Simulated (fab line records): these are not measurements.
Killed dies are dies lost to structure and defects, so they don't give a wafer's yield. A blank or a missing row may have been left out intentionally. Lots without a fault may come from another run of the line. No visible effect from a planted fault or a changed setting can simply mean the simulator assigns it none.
Lot-split experiment    flow sfq_line    on a route of 325 steps: 5 lots, 23 wafers read

SPLIT DETAILS
At SFQ_TRILAYER_M7_DEP_SPUTTER_175 (material Nb, target thk 200 nm, time 133.3 s), the setting time_s was moved away from the recipe's 133.3 s on 5 of the 23 wafers read, by -14.6% to +8.6%. The other wafers ran this setting at the recipe's value.

FROM THE SPLIT TO THE READING: what the file shows between them, 4 steps
- SFQ_M7_RS_MEAS_943: measures by four-point-probe
- SFQ_TRILAYER_M7_LITHO_PEB_180: peb time 60 s (also split here: peb_time_s)
- SFQ_TRILAYER_M7_LITHO_DEVELOP_179: time 60 s
- SFQ_TRILAYER_M7_BARC_OPEN_METAL_ETCH_229: etches BARC in O2, target depth 125 nm, time 41.7 s

THE READING
oes_product_au, in a.u., at SFQ_TRILAYER_M7_ETCH_METAL_ETCH_180 (etches Nb in Cl2/Ar, stops on SiO2, target depth 240 nm, time 120 s). A value of 0.892 a.u. with a standard deviation of 0.0076 a.u. is what fault-free wafers of this fab line usually give.

wafer   tool, chamber at the split  time_s as run, s  against the recipe  oes_product_au, a.u.  against lot-mates on the recipe
L074.1  pvd_sputter-06, -           133.3             recipe              0.886                 -
L074.2  pvd_sputter-06, -           133.3             recipe              0.892                 -
L074.3  pvd_sputter-06, -           133.3             recipe              0.890                 -
L074.5  pvd_sputter-06, -           133.3             recipe              0.881                 -
L074.6  pvd_sputter-06, -           133.3             recipe              0.888                 -
L077.2  pvd_sputter-04, -           144.8             +8.6%               0.938                 +0.037
L077.3  pvd_sputter-04, -           133.3             recipe              0.906                 -
L077.4  pvd_sputter-04, -           133.3             recipe              0.892                 -
L077.5  pvd_sputter-04, -           133.3             recipe              0.905                 -
L077.6  pvd_sputter-04, -           144.8             +8.6%               0.934                 +0.033
L081.1  pvd_sputter-04, -           133.3             recipe              0.885                 -
L081.2  pvd_sputter-04, -           133.3             recipe              0.891                 -
L081.3  pvd_sputter-04, -           133.3             recipe              0.885                 -
L081.4  pvd_sputter-04, -           133.3             recipe              0.890                 -
L081.5  pvd_sputter-04, -           133.3             recipe              0.880                 -
L082.2  pvd_sputter-05, -           133.3             recipe              0.893                 -
L082.3  pvd_sputter-05, -           133.3             recipe              0.895                 -
L082.4  pvd_sputter-05, -           133.3             recipe              0.904                 -
L085.1  pvd_sputter-04, -           113.8             -14.6%              0.825                 -0.065
L085.2  pvd_sputter-04, -           133.3             recipe              0.895                 -
L085.3  pvd_sputter-04, -           113.8             -14.6%              0.816                 -0.074
L085.5  pvd_sputter-04, -           113.8             -14.6%              0.818                 -0.072
L085.6  pvd_sputter-04, -           133.3             recipe              0.885                 -

FIT RESULTS
A straight line over all 23 wafers: oes_product_au changes by +0.00496 a.u. for each +1% of time_s; r = +0.97; the points scatter about the line by 0.0071 a.u.
The same after taking each lot's own level away (the mean of its wafers on the recipe; 23 wafers): +0.00464 a.u. for each +1%; r = +0.99; scatter 0.0049 a.u.
That fit puts the effect of the largest move of time_s on the reading at 0.068 a.u.
Measured against the standard deviation above, the lots' own levels, which go from 0.8862 to 0.9010 a.u., span 1.9 times it.
The two slopes are in agreement: the lot-to-lot level therefore moves the slope only a little.
Check: with one of the wafers moved furthest among these (-14.6%) left out of the fit, the line predicts -0.0701 a.u. for it against its lot-mates. It came out at -0.065 a.u. against them.

OTHER SPLITS ON THESE WAFERS
Other splits were also applied to these wafers ahead of the reading. Each is held against what the fit with the lots' levels taken away leaves over:
other split on the same wafers                       wafers away from the commonest value  r with oes_product_au (lot level and that fit taken away)
SFQ_TRILAYER_I6_VIA_BARC_OPEN_VIA_ETCH_235 source_w  9                                     -0.24
SFQ_TRILAYER_M7_LITHO_PEB_180 peb_time_s             8                                     -0.07

THE WHOLE CHAIN: every reading that the file lists as answering this split, in the file's order
step                                 what it does                                                         reading                                                                                    change (the file's fit)                    r (the file's)
SFQ_TRILAYER_M7_DEP_SPUTTER_175      material Nb, target thk 200 nm, time 133.3 s                         Nb_of_TRILAYER_M7_DEP_SPUTTER_175.thk_nm (the simulator's own value, which no gauge read)  +1.82 nm for each +1% of the setting       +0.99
SFQ_M7_RS_MEAS_943                   measures by four-point-probe                                         M7_NB_RS                                                                                   -0.00909 for each +1% of the setting       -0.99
SFQ_TRILAYER_M7_ETCH_METAL_ETCH_180  etches Nb in Cl2/Ar, stops on SiO2, target depth 240 nm, time 120 s  oes_product_au                                                                             +0.00459 a.u. for each +1% of the setting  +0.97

FILE'S OWN FIT
oes_product_au changes by +0.00459 a.u. for each +1% of time_s, r = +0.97.
